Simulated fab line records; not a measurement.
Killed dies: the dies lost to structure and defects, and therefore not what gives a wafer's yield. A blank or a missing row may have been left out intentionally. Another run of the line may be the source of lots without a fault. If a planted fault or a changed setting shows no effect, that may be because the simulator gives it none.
fab line records	flow sky130
record lots=12	wafers=36	lastDay=50
route steps=708 shown METAL2@501 CAP2M@604 METAL4@633 PAD_OPEN@708
lots that met no fault: from a run of the same line without faults
startH: the number of hours between the record's first day and the start of the first shown wafer of the lot	waitH: how many hours have passed since the lot's step before this one	" identical to the entry in the row above	L1.1+2: a single row standing in for several wafers	- no value, or no start given	* or withheld: withheld	< > ~ a bound
route shown NAME@n: NAME is a module with steps in the file, n the number in the route of the first one	usual: average and standard deviation across the fault-free wafers	same: alike in all rows	chamber/n: place in a boat	sites: per-site readings	_std_site: the standard deviation of these	_edge_site: outer sites' mean less inner sites'	radiusMm: how far each site lies from the wafer's centre	mask NAME#n: copy n	behind: the last tool/chamber to shape the wafer	hold: the reason the lot was held/the length of the hold in hours/how it ended	device: names the non-switching transistor (n, p or np)	end of line: the route-end tests of the same wafers	a step given without rows: its recipe and nothing more	killed: at the first sort, the dies lost to defects and structure; wafer yield is something else	map: dies across one wafer; x = killed, . = not, _ = none there
set.NAME: the setting the step ran with; set.NAME@STEP: the setting that earlier step ran with	model.NAME: the simulator's own value behind a step, which no gauge read
the route's steps for a sample of lots (tables are steps, rows are wafers)
services: the hour from which a tool's chamber was out of use, counted from the record's first day as startH (under 0 if before that day), plus the number of hours and why
## steps
# step SKY_METAL2_ETCH_18
# recipe chemistry=N2/H2	target=BARC	ionEnergyEv=200	biasW=100	pressureMtorr=30	n2FlowSccm=100	h2FlowSccm=200	icpW=500	stopOn=SiO2	timeS=45.9	targetDepthA=600
# usual drypumpMotorCurrentA=5.9/0.43	oesProductAu=0.855/0.0048	rfFwdPowerW=494.4/2.5	throttleValvePct=13.225/0.0097
lot.wafer	tool	chamber	startH	waitH	drypumpMotorCurrentA	oesProductAu	rfFwdPowerW	rfHoursCounterH	throttleValvePct
L948.1	rieMetal-04	0	809.38	0.0	6.4	0.846	497.4	13	13.220
L948.3	"	1	"	"	4.9	0.855	491.0	-	13.224
L948.5	"	0	"	"	6.4	0.861	495.1	-	13.199
L949.1	rieMetal-02	1	812.80	0.0	5.9	0.865	495.4	6	13.205
L949.3	"	0	"	"	5.9	0.853	494.7	-	13.233
L949.5	"	0	"	"	5.8	0.847	493.9	-	13.219
L950.2	rieMetal-04	0	830.76	0.0	6.4	0.848	492.8	14	13.216
L950.3	"	1	"	"	4.9	0.852	493.6	-	13.222
L950.4	"	0	"	"	6.4	0.853	493.6	-	13.214
L951.1	rieMetal-02	1	833.15	0.0	6.0	0.851	497.7	7	13.233
L951.3	"	1	"	"	5.9	0.853	497.4	-	13.247
L951.6	"	0	"	"	5.9	0.856	496.2	-	13.220
L955.2	rieMetal-02	1	875.34	0.1	5.9	0.854	494.0	-	13.222
L955.3	"	1	"	"	6.0	0.853	495.0	-	13.234
L955.6	"	1	"	"	5.9	0.849	493.6	-	13.230
L956.2	rieMetal-02	0	888.68	0.0	5.9	0.850	494.9	0	13.234
L956.3	"	1	"	"	5.9	0.847	497.0	-	13.222
L956.4	"	0	"	"	5.9	0.854	497.4	-	13.243
L957.2	rieMetal-02	1	893.28	0.0	5.9	0.848	497.7	12	13.216
L957.3	"	0	"	"	5.9	0.858	497.1	-	13.231
L957.5	"	0	"	"	5.9	0.851	496.0	-	13.218
L961.2	rieMetal-02	0	927.11	0.0	5.9	0.843	495.9	2	13.238
L961.3	"	0	"	"	5.9	0.843	495.9	-	13.224
L961.5	"	0	"	"	5.9	0.855	493.8	-	13.221
L963.2	rieMetal-01	0	941.50	0.0	6.3	0.854	489.1	4	13.235
L963.5	"	0	"	"	6.3	0.852	488.4	-	13.225
L963.6	"	1	"	"	6.3	0.860	493.9	-	13.222
L967.3	rieMetal-04	0	958.62	0.0	6.4	0.859	493.9	-	13.231
L967.4	"	1	"	"	4.9	0.852	493.5	-	13.231
L967.5	"	1	"	"	4.9	0.847	493.3	-	13.208
L968.1	rieMetal-01	0	966.99	0.0	6.3	0.864	487.6	6	13.227
L968.2	"	1	"	"	6.2	0.859	490.1	16	13.224
L968.6	"	1	"	"	6.3	0.864	492.2	-	13.231
L971.1	rieMetal-01	0	983.41	0.0	6.3	0.856	489.5	7	13.239
L971.2	"	1	"	"	6.2	0.856	492.6	17	13.231
L971.5	"	1	"	"	6.2	0.851	495.2	-	13.221
# step SKY_CAP2M_THK_MEAS_01
# recipe reads=SiO2_of_CAP2M_CVD_00
# usual CAP2M_CVD_00_THK=15.54/0.24
lot.wafer	tool	chamber	startH	waitH	CAP2M_CVD_00_THK[nm]
L948.1	filmMetro-04	-	921.09	-	15.42
L948.3	"	-	"	"	15.81
L948.5	"	-	"	"	15.64
L949.1	filmMetro-02	-	923.70	-	15.22
L949.3	"	-	"	"	15.34
L949.5	"	-	"	"	15.45
L950.2	filmMetro-04	-	940.34	-	15.55
L950.3	"	-	"	"	15.63
L950.4	"	-	"	"	15.95
L951.1	filmMetro-02	-	943.41	-	14.84
L951.3	"	-	"	"	15.30
L951.6	"	-	"	"	15.48
L955.2	filmMetro-04	-	981.80	-	15.62
L955.3	"	-	"	"	15.61
L955.6	"	-	"	"	15.72
L956.2	filmMetro-01	-	994.19	-	15.35
L956.3	"	-	"	"	15.57
L956.4	"	-	"	"	15.78
L957.2	filmMetro-01	-	998.62	-	15.44
L957.3	"	-	"	"	15.67
L957.5	"	-	"	"	16.06
L961.2	filmMetro-04	-	1027.56	-	15.38
L961.3	"	-	"	"	15.40
L961.5	"	-	"	"	15.44
L963.2	filmMetro-04	-	1041.96	-	15.26
L963.5	"	-	"	"	15.80
L963.6	"	-	"	"	15.67
L967.3	filmMetro-02	-	1055.36	-	15.42
L967.4	"	-	"	"	15.60
L967.5	"	-	"	"	15.58
L968.1	filmMetro-04	-	1065.35	-	15.37
L968.2	"	-	"	"	15.40
L968.6	"	-	"	"	15.52
L971.1	filmMetro-04	-	1078.99	-	15.47
L971.2	"	-	"	"	15.10
L971.5	"	-	"	"	15.89
# step SKY_CAP2M_OVL_MEAS_12
# usual CAP2M_OVL=-2.7/1.6
lot.wafer	tool	chamber	startH	waitH	CAP2M_OVL[nm]
L948.1	overlay-02	-	945.45	0.1	-2.4
L948.3	"	-	"	"	-0.3
L948.5	"	-	"	"	-1.3
L949.1	overlay-02	-	948.05	0.1	-0.1
L949.3	"	-	"	"	-0.2
L949.5	"	-	"	"	-0.9
L950.2	overlay-01	-	964.43	0.1	-4.6
L950.3	"	-	"	"	-3.5
L950.4	"	-	"	"	-4.8
L951.1	overlay-02	-	967.10	0.1	-5.8
L951.3	"	-	"	"	-4.1
L951.6	"	-	"	"	-4.5
L955.2	overlay-02	-	1004.55	0.1	-1.2
L955.3	"	-	"	"	-0.8
L955.6	"	-	"	"	0.3
L956.2	overlay-02	-	1017.37	0.1	-0.6
L956.3	"	-	"	"	-0.2
L956.4	"	-	"	"	-1.6
L957.2	overlay-01	-	1021.73	0.1	-3.7
L957.3	"	-	"	"	-3.7
L957.5	"	-	"	"	-5.0
L961.2	overlay-01	-	1049.55	0.1	-5.2
L961.3	"	-	"	"	-5.1
L961.5	"	-	"	"	-5.2
L963.2	overlay-01	-	1063.73	0.1	-2.4
L963.5	"	-	"	"	-1.1
L963.6	"	-	"	"	-2.5
L967.3	overlay-01	-	1076.46	0.1	-3.5
L967.4	"	-	"	"	-3.2
L967.5	"	-	"	"	-2.0
L968.1	overlay-01	-	1086.35	0.1	-3.8
L968.2	"	-	"	"	-2.6
L968.6	"	-	"	"	-3.8
L971.1	overlay-01	-	1099.10	0.1	-4.6
L971.2	"	-	"	"	-3.3
L971.5	"	-	"	"	-2.6
# step SKY_METAL4_ETCH_17
# recipe target=SiO2	stopOn=TiN	chemistry=C4F8/O2/Ar	sourceW=1500	biasW=1200	pressureMtorr=40	c4f8FlowSccm=withheld	O2_flow_sccm=6	Ar_flow_sccm=300	timeS=3.9	targetDepthA=150
# usual oesProductAu=0.755/0.0071	rfFwdPowerW=1468/7
lot.wafer	tool	chamber	startH	waitH	oesProductAu	rfFwdPowerW	rfHoursCounterH
L948.1	rieDiel-03	0	970.84	0.2	0.756	1459	12
L948.3	"	3	"	"	0.766	1459	14
L948.5	"	0	"	"	0.760	1460	-
L949.1	rieDiel-02	2	972.66	0.1	0.744	1461	11
L949.3	"	1	"	"	0.748	1482	18
L949.5	"	0	"	"	0.761	1469	-
L950.2	rieDiel-03	1	989.31	0.1	0.758	1466	18
L950.3	"	0	"	"	0.751	1459	13
L950.4	"	3	"	"	0.770	1469	14
L951.1	rieDiel-01	1	992.34	0.2	0.735	1466	5
L951.3	"	3	"	"	0.753	1467	17
L951.6	"	3	"	"	0.759	1467	-
L955.2	rieDiel-03	1	1028.53	0.1	0.764	1470	19
L955.3	"	0	"	"	0.752	1465	14
L955.6	"	2	"	"	0.768	1475	-
L956.2	rieDiel-03	0	1040.74	0.1	0.743	1461	14
L956.3	"	3	"	"	0.755	1456	16
L956.4	"	1	"	"	0.765	1471	20
L957.2	rieDiel-02	3	1045.05	0.1	0.755	1475	7
L957.3	"	2	"	"	0.757	1458	13
L957.5	"	1	"	"	0.759	1477	-
L961.2	rieDiel-01	1	1071.72	0.1	0.759	1467	8
L961.3	"	3	"	"	0.752	1466	19
L961.5	"	0	"	"	0.756	1467	-
L963.2	rieDiel-03	3	1085.50	0.1	0.757	1459	17
L963.5	"	2	"	"	0.751	1473	-
L963.6	"	1	"	"	0.754	1465	-
L967.3	rieDiel-03	1	1096.90	0.0	0.744	1471	22
L967.4	"	3	"	"	0.754	1466	-
L967.5	"	1	"	"	0.761	1475	-
L968.1	rieDiel-01	0	1106.95	0.1	0.748	1459	18
L968.2	"	2	"	"	0.747	1467	19
L968.6	"	3	"	"	0.757	1471	-
L971.1	rieDiel-03	2	1118.16	0.1	0.754	1467	27
L971.2	"	1	"	"	0.753	1471	22
L971.5	"	2	"	"	0.770	1460	-
# step SKY_PAD_OPEN_PROBE_99
# usual defectLimitedYield=82.5/1.9	killed_at_M0_to_M3=44/7.3	killed_at_M4_up=3.1/1.9	killedAtContacts=24/5.3	killedAtFrontEnd=15/4	killedAtOther=0.4/0.6	killedDies=86/9.2	killedOpen=47/6.9	killedShort=39/6.9	sort_bin_3_pad_short=0.8/0.41	sort_bin_5_function=10.6/1.5	sort_bin_6_memory=6.1/1.1	sortNPass=406/9.2	sortYieldPct=82.5/1.9
# same grossDies=492	killedAtBackSide=0	sort_bin_4_leakage[%]=0	sort_bin_8_speed[%]=0
lot.wafer	tool	chamber	startH	waitH	hold	defectLimitedYield[%]	killed_at_M0_to_M3	killed_at_M4_up	killedAtContacts	killedAtFrontEnd	killedAtOther	killedDies	killedOpen	killedShort	sort_bin_3_pad_short[%]	sort_bin_5_function[%]	sort_bin_6_memory[%]	sortNPass	sortYieldPct[%]
L948.1	prober-02	-	1067.73	0.1	-	80.9	43	6	27	16	2	94	44	49	0.8	10.4	7.9	398	80.9
L948.3	prober-02	-	1067.83	0.2	-	79.5	61	4	22	14	0	101	53	48	0.6	12.8	7.1	391	79.5
L948.5	prober-02	-	1067.93	0.2	-	82.1	50	3	17	18	0	88	44	44	0.6	10.0	7.3	404	82.1
L949.1	prober-01	-	1068.43	0.1	-	84.6	40	5	21	9	1	76	41	35	0.8	10.2	4.5	416	84.6
L949.3	prober-01	-	1068.53	0.2	-	82.7	46	2	19	18	0	85	49	36	0.6	11.8	4.9	407	82.7
L949.5	prober-01	-	1068.63	0.2	-	82.1	40	3	21	24	0	88	48	40	1.4	11.2	5.3	404	82.1
L950.2	prober-02	-	1082.34	0.1	-	83.3	41	2	24	15	0	82	44	38	0.8	8.7	7.1	410	83.3
L950.3	prober-02	-	1082.39	0.2	-	82.9	40	6	20	18	0	84	41	43	1.2	10.2	5.7	408	82.9
L950.4	prober-02	-	1082.44	0.2	-	83.1	48	2	20	12	1	83	47	36	0	10.2	6.7	409	83.1
L951.1	prober-01	-	1085.78	0.1	-	81.5	49	5	25	11	1	91	52	38	0.4	10.0	8.1	401	81.5
L951.3	prober-01	-	1085.88	0.2	-	81.7	48	3	19	20	0	90	50	40	1.4	9.3	7.5	402	81.7
L951.6	prober-01	-	1086.03	0.2	-	87.0	34	2	14	13	1	64	33	31	1.0	7.3	4.7	428	87.0
L955.2	prober-01	-	1116.21	0.1	-	82.9	48	3	18	15	0	84	39	45	1.2	10.6	5.3	408	82.9
L955.3	prober-01	-	1116.26	0.2	-	84.8	38	3	19	15	0	75	30	45	1.2	10.4	3.7	417	84.8
L955.6	prober-01	-	1116.41	0.2	-	82.7	53	0	21	11	0	85	42	43	0.8	10.8	5.7	407	82.7
L956.2	prober-02	-	1124.57	0.1	-	81.9	46	4	21	18	0	89	43	46	0.2	11.6	6.3	403	81.9
L956.3	prober-02	-	1124.62	0.2	-	82.3	31	1	40	15	0	87	52	35	1.4	10.6	5.7	405	82.3
L956.4	prober-02	-	1124.67	0.2	-	82.5	38	2	28	18	0	86	40	46	1.4	10.8	5.3	406	82.5
L957.2	prober-01	-	1133.25	0.1	awaitDispo/3.4h/release	76.2	64	2	28	23	0	117	51	52	2.2	14.0	7.5	375	76.2
L957.3	prober-01	-	1133.30	0.2	awaitDispo/3.4h/release	73.4	88	1	27	15	0	131	50	32	2.6	17.1	6.9	361	73.4
L957.5	prober-01	-	1133.40	0.2	awaitDispo/3.4h/release	70.5	102	2	26	14	1	145	42	53	2.0	20.9	6.5	347	70.5
L961.2	prober-02	-	1154.76	0.1	awaitDispo/4.3h/release	75.4	93	3	16	9	0	121	45	27	2.4	14.0	8.1	371	75.4
L961.3	prober-02	-	1154.81	0.2	awaitDispo/4.3h/release	73.8	82	7	28	12	0	129	38	43	2.2	16.9	7.1	363	73.8
L961.5	prober-02	-	1154.91	0.2	awaitDispo/4.3h/release	77.4	83	2	11	15	0	111	31	32	2.4	14.4	5.7	381	77.4
L963.2	prober-01	-	1170.45	0.1	-	82.7	47	2	22	14	0	85	44	41	0.6	10.2	6.5	407	82.7
L963.5	prober-01	-	1170.60	0.2	-	83.1	49	2	23	9	0	83	50	32	1.0	12.0	3.9	409	83.1
L963.6	prober-01	-	1170.65	0.2	-	85.0	40	2	17	14	1	74	34	40	1.0	9.8	4.3	418	85.0
L967.3	prober-02	-	1178.19	0.2	-	83.1	50	3	16	14	0	83	47	35	0.6	9.6	6.7	409	83.1
L967.4	prober-02	-	1178.24	0.2	-	86.0	37	2	19	11	0	69	33	36	1.2	7.1	5.7	423	86.0
L967.5	prober-02	-	1178.29	0.2	-	83.5	46	3	26	6	0	81	58	22	0.2	10.0	6.3	411	83.5
L968.1	prober-02	-	1186.10	0.1	-	81.5	36	1	34	20	0	91	49	41	1.2	10.2	7.1	401	81.5
L968.2	prober-02	-	1186.15	0.1	-	82.9	39	3	22	20	0	84	46	38	0.6	8.3	8.1	408	82.9
L968.6	prober-02	-	1186.35	0.2	-	81.9	37	4	32	16	0	89	56	33	0.8	11.6	5.7	403	81.9
L971.1	prober-01	-	1195.06	0.1	-	82.5	39	5	27	14	1	86	49	36	1.2	11.2	5.1	406	82.5
L971.2	prober-01	-	1195.11	0.1	-	81.7	42	5	29	13	1	90	54	33	0.4	9.8	8.1	402	81.7
L971.5	prober-01	-	1195.26	0.2	-	78.9	57	2	24	21	0	104	54	49	0	13.2	7.9	388	78.9
# killed by level:class
L948.1 LI_CONTACT:geometricParticle:open=8 FIELD_ISO:geometricParticle:open=7 VIA2:geometricParticle:open=7 CONTACT:geometricParticle:open=6 CONTACT:geometricParticle:short=6 VIA3:geometricParticle:short=6 METAL1:geometricParticle:short=5 VIA1:geometricParticle:open=5
L948.3 VIA1:geometricParticle:open=14 METAL2:geometricParticle:short=9 CONTACT:geometricParticle:open=8 VIA2:geometricParticle:open=7 METAL3:geometricParticle:short=7 LI_CONTACT:geometricParticle:open=6 VIA2:geometricParticle:short=6 VIA3:geometricParticle:open=5
L948.5 VIA1:geometricParticle:open=9 VIA2:geometricParticle:open=9 VIA1:geometricParticle:short=8 CONTACT:geometricParticle:short=6 METAL1:geometricParticle:short=6 LI_CONTACT:geometricParticle:open=5 VIA3:geometricParticle:open=5 FIELD_ISO:geometricParticle:short=4
L949.1 CONTACT:geometricParticle:open=10 VIA3:geometricParticle:open=9 VIA1:geometricParticle:open=8 VIA2:geometricParticle:open=7 CONTACT:geometricParticle:short=6 FIELD_ISO:geometricParticle:short=5 METAL2:geometricParticle:short=4 VIA2:geometricParticle:short=4
L949.3 VIA1:geometricParticle:open=13 CONTACT:geometricParticle:open=12 VIA2:geometricParticle:open=8 METAL1:geometricParticle:short=6 METAL2:geometricParticle:short=5 FIELD_ISO:geometricParticle:open=4 POLY_GATE:geometricParticle:short=4 SPACER:geometricParticle:short=4
L949.5 VIA1:geometricParticle:open=13 POLY_GATE:geometricParticle:open=6 CONTACT:geometricParticle:open=6 POLY_GATE:geometricParticle:short=5 SPACER:geometricParticle:open=5 LOCAL_INTERCONNECT:geometricParticle:short=5 METAL2:geometricParticle:short=5 VIA2:geometricParticle:short=5
L950.2 CONTACT:geometricParticle:open=8 VIA1:geometricParticle:open=7 LI_CONTACT:geometricParticle:open=6 VIA1:geometricParticle:short=6 FIELD_ISO:geometricParticle:open=5 CONTACT:geometricParticle:short=5 VIA3:geometricParticle:open=5 METAL3:geometricParticle:short=4
L950.3 VIA2:geometricParticle:open=9 VIA3:geometricParticle:open=7 CONTACT:geometricParticle:short=7 VIA1:geometricParticle:open=6 METAL2:geometricParticle:short=6 METAL4:geometricParticle:short=6 FIELD_ISO:geometricParticle:short=5 LOCAL_INTERCONNECT:geometricParticle:short=4
L950.4 VIA1:geometricParticle:open=11 CONTACT:geometricParticle:open=9 VIA3:geometricParticle:open=8 METAL1:geometricParticle:short=7 VIA2:geometricParticle:open=7 FIELD_ISO:geometricParticle:open=5 LI_CONTACT:geometricParticle:open=5 METAL2:geometricParticle:short=5
L951.1 VIA1:geometricParticle:open=12 CONTACT:geometricParticle:open=9 VIA2:geometricParticle:open=9 VIA3:geometricParticle:open=8 LI_CONTACT:geometricParticle:open=7 METAL1:geometricParticle:short=5 VIA3:geometricParticle:short=5 CONTACT:geometricParticle:short=4
L951.3 VIA1:geometricParticle:open=14 CONTACT:geometricParticle:open=12 METAL1:geometricParticle:short=9 VIA3:geometricParticle:open=6 POLY_GATE:geometricParticle:open=5 VIA1:geometricParticle:short=5 FIELD_ISO:geometricParticle:short=4 VIA2:geometricParticle:open=4
L951.6 CONTACT:geometricParticle:open=7 VIA1:geometricParticle:open=6 VIA3:geometricParticle:open=6 METAL1:geometricParticle:short=5 METAL2:geometricParticle:short=4 FIELD_ISO:geometricParticle:short=3 LI_CONTACT:geometricParticle:open=3 LOCAL_INTERCONNECT:geometricParticle:short=3
L955.2 VIA3:geometricParticle:open=11 METAL1:geometricParticle:short=6 VIA1:geometricParticle:short=6 LOCAL_INTERCONNECT:geometricParticle:short=5 VIA1:geometricParticle:open=5 FIELD_ISO:geometricParticle:short=4 POLY_GATE:geometricParticle:short=4 CONTACT:geometricParticle:open=4
L955.3 LI_CONTACT:geometricParticle:open=8 POLY_GATE:geometricParticle:short=7 VIA2:geometricParticle:open=7 METAL2:geometricParticle:short=6 LOCAL_INTERCONNECT:geometricParticle:short=5 CONTACT:geometricParticle:short=5 VIA1:geometricParticle:short=5 VIA2:geometricParticle:short=5
L955.6 VIA1:geometricParticle:open=12 METAL1:geometricParticle:short=11 LI_CONTACT:geometricParticle:open=8 CONTACT:geometricParticle:open=7 METAL2:geometricParticle:short=7 VIA3:geometricParticle:short=6 VIA2:geometricParticle:open=5 SPACER:geometricParticle:short=4
L956.2 VIA1:geometricParticle:open=11 CONTACT:geometricParticle:open=9 METAL2:geometricParticle:short=8 METAL1:geometricParticle:short=7 VIA1:geometricParticle:short=6 POLY_GATE:geometricParticle:short=5 LI_CONTACT:geometricParticle:open=5 CONTACT:geometricParticle:short=5
L956.3 CONTACT:geometricParticle:open=18 LI_CONTACT:geometricParticle:open=8 METAL2:geometricParticle:short=8 CONTACT:geometricParticle:short=7 VIA1:geometricParticle:open=6 POLY_GATE:geometricParticle:open=5 FIELD_ISO:geometricParticle:short=4 FIELD_ISO:geometricParticle:open=4
L956.4 CONTACT:geometricParticle:open=11 POLY_GATE:geometricParticle:short=8 VIA2:geometricParticle:open=8 CONTACT:geometricParticle:short=6 METAL1:geometricParticle:short=6 LI_CONTACT:geometricParticle:open=5 LOCAL_INTERCONNECT:geometricParticle:short=5 VIA3:geometricParticle:open=5
L957.2 METAL2:unspecified=14 VIA1:geometricParticle:open=9 METAL1:geometricParticle:short=9 CONTACT:geometricParticle:open=9 VIA2:geometricParticle:open=9 FIELD_ISO:geometricParticle:short=7 LI_CONTACT:geometricParticle:open=6 CONTACT:geometricParticle:short=6
L957.3 METAL2:unspecified=49 CONTACT:geometricParticle:open=13 VIA1:geometricParticle:open=11 VIA2:geometricParticle:open=7 POLY_GATE:geometricParticle:open=6 METAL1:geometricParticle:short=6 LI_CONTACT:geometricParticle:open=5 VIA3:geometricParticle:open=5
L957.5 METAL2:unspecified=50 METAL1:geometricParticle:short=13 CONTACT:geometricParticle:open=10 VIA1:geometricParticle:open=9 VIA3:geometricParticle:open=8 LOCAL_INTERCONNECT:geometricParticle:short=6 METAL3:geometricParticle:short=6 FIELD_ISO:geometricParticle:short=5
L961.2 METAL2:unspecified=49 VIA1:geometricParticle:open=12 LI_CONTACT:geometricParticle:open=7 VIA3:geometricParticle:short=7 VIA2:geometricParticle:open=6 FIELD_ISO:geometricParticle:open=5 CONTACT:geometricParticle:open=5 VIA3:geometricParticle:open=5
L961.3 METAL2:unspecified=48 CONTACT:geometricParticle:open=9 LI_CONTACT:geometricParticle:open=7 CONTACT:geometricParticle:short=6 METAL2:geometricParticle:short=6 METAL1:geometricParticle:short=5 VIA1:geometricParticle:open=5 VIA2:geometricParticle:open=5
L961.5 METAL2:unspecified=48 VIA1:geometricParticle:open=7 METAL1:geometricParticle:short=6 VIA1:geometricParticle:short=5 VIA3:geometricParticle:open=5 METAL2:geometricParticle:short=5 FIELD_ISO:geometricParticle:open=3 CONTACT:geometricParticle:open=3
L963.2 VIA1:geometricParticle:open=10 CONTACT:geometricParticle:short=9 VIA2:geometricParticle:open=9 LI_CONTACT:geometricParticle:open=6 CONTACT:geometricParticle:open=6 VIA1:geometricParticle:short=5 POLY_CUT:geometricParticle:short=4 METAL2:geometricParticle:short=4
L963.5 VIA1:geometricParticle:open=11 CONTACT:geometricParticle:open=10 VIA2:geometricParticle:open=8 VIA1:geometricParticle:short=8 VIA3:geometricParticle:open=6 LI_CONTACT:geometricParticle:open=6 METAL2:geometricParticle:short=5 LI_CONTACT:geometricParticle:short=4
L963.6 VIA1:geometricParticle:open=7 VIA2:geometricParticle:open=6 LI_CONTACT:geometricParticle:open=5 VIA3:geometricParticle:open=5 FIELD_ISO:geometricParticle:short=4 METAL3:geometricParticle:short=4 FIELD_ISO:geometricParticle:open=4 METAL1:geometricParticle:short=4
L967.3 VIA2:geometricParticle:open=10 METAL2:geometricParticle:short=8 VIA3:geometricParticle:open=8 CONTACT:geometricParticle:open=7 VIA1:geometricParticle:open=6 VIA2:geometricParticle:short=5 METAL1:geometricParticle:short=5 FIELD_ISO:geometricParticle:open=3
L967.4 METAL2:geometricParticle:short=7 VIA1:geometricParticle:open=6 CONTACT:geometricParticle:open=5 POLY_GATE:geometricParticle:open=4 CONTACT:geometricParticle:short=4 METAL1:geometricParticle:short=4 POLY_GATE:geometricParticle:short=3 LI_CONTACT:geometricParticle:open=3
L967.5 VIA1:geometricParticle:open=14 VIA3:geometricParticle:open=13 CONTACT:geometricParticle:open=12 VIA2:geometricParticle:open=8 LI_CONTACT:geometricParticle:open=5 LOCAL_INTERCONNECT:geometricParticle:short=4 VIA1:geometricParticle:short=4 VIA2:geometricParticle:short=3
L968.1 CONTACT:geometricParticle:open=15 LI_CONTACT:geometricParticle:open=7 VIA1:geometricParticle:open=7 VIA3:geometricParticle:open=7 FIELD_ISO:geometricParticle:open=6 POLY_GATE:geometricParticle:short=6 VIA1:geometricParticle:short=6 LOCAL_INTERCONNECT:geometricParticle:short=4
L968.2 CONTACT:geometricParticle:open=9 VIA1:geometricParticle:open=9 POLY_GATE:geometricParticle:open=8 METAL1:geometricParticle:short=7 POLY_GATE:geometricParticle:short=4 VIA1:geometricParticle:short=4 LOCAL_INTERCONNECT:geometricParticle:short=4 LI_CONTACT:geometricParticle:open=4
L968.6 CONTACT:geometricParticle:open=17 LI_CONTACT:geometricParticle:open=8 METAL1:geometricParticle:short=6 VIA1:geometricParticle:short=6 VIA2:geometricParticle:open=6 VIA1:geometricParticle:open=5 METAL2:geometricParticle:short=5 FIELD_ISO:geometricParticle:open=4
L971.1 CONTACT:geometricParticle:open=13 VIA1:geometricParticle:open=12 VIA2:geometricParticle:open=8 FIELD_ISO:geometricParticle:open=5 METAL4:geometricParticle:short=5 METAL1:geometricParticle:short=5 LI_CONTACT:geometricParticle:open=4 METAL3:geometricParticle:short=3
L971.2 CONTACT:geometricParticle:open=13 VIA1:geometricParticle:open=9 LI_CONTACT:geometricParticle:open=7 VIA3:geometricParticle:open=6 METAL2:geometricParticle:short=5 VIA1:geometricParticle:short=5 VIA2:geometricParticle:open=4 FIELD_ISO:geometricParticle:short=3
L971.5 METAL2:geometricParticle:short=11 CONTACT:geometricParticle:open=10 VIA1:geometricParticle:open=9 LI_CONTACT:geometricParticle:open=7 METAL1:geometricParticle:short=6 VIA2:geometricParticle:open=6 VIA1:geometricParticle:short=6 FIELD_ISO:geometricParticle:short=5
## services
tool	chamber	startH	hours	kind
rieMetal-01	-	786.32	1.4	pm
rieMetal-01	1	821.79	3.8	repair
rieMetal-01	-	835.37	2.6	repair
rieDiel-03	0	841.52	8.3	repair
rieDiel-03	0	853.35	13.6	repair
rieDiel-01	2	927.97	6.2	repair
rieDiel-03	1	929.94	2.6	repair
rieDiel-03	2	938.16	6.9	repair
rieDiel-01	-	948.99	2.8	pm
rieDiel-01	1	952.64	11.6	repair
rieMetal-04	1	980.65	22.0	repair
rieMetal-02	0	1014.15	1.0	repair
rieDiel-02	1	1026.41	9.4	repair
rieMetal-01	1	1040.23	2.7	repair
rieMetal-02	-	1044.14	2.8	pm
rieDiel-01	2	1047.87	7.3	repair
rieDiel-02	-	1052.24	15.6	pm
rieDiel-03	-	1074.05	0.7	repair
rieDiel-01	0	1078.34	1.3	repair
rieDiel-02	2	1086.27	10.0	repair
rieMetal-04	-	1086.87	14.6	pm
rieDiel-03	2	1089.78	10.4	repair
rieDiel-03	-	1099.49	0.6	repair
rieDiel-02	3	1101.14	14.8	repair
## key
firstSign step=SKY_PAD_OPEN_PROBE_99	reading=killed_at_M0_to_M3	direction=up	sigmas=5.7	usual=44	struck=85
effect step=SKY_PAD_OPEN_PROBE_99	reading=killedDies	direction=up	sigmas=4.3	usual=86	struck=126
metAt SKY_METAL2_ETCH_18
struckLots L957,L961
notActingAt SKY_CAP2M_THK_MEAS_01,SKY_CAP2M_OVL_MEAS_12,SKY_METAL4_ETCH_17
onsetBetween 888.68 893.28
fault kind=chamberParticleSource	tool=rieMetal-02	chamber=-	onsetH=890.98	steps=SKY_METAL2_ETCH_18	ratePerVisitCm2=0.5869	endH=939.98
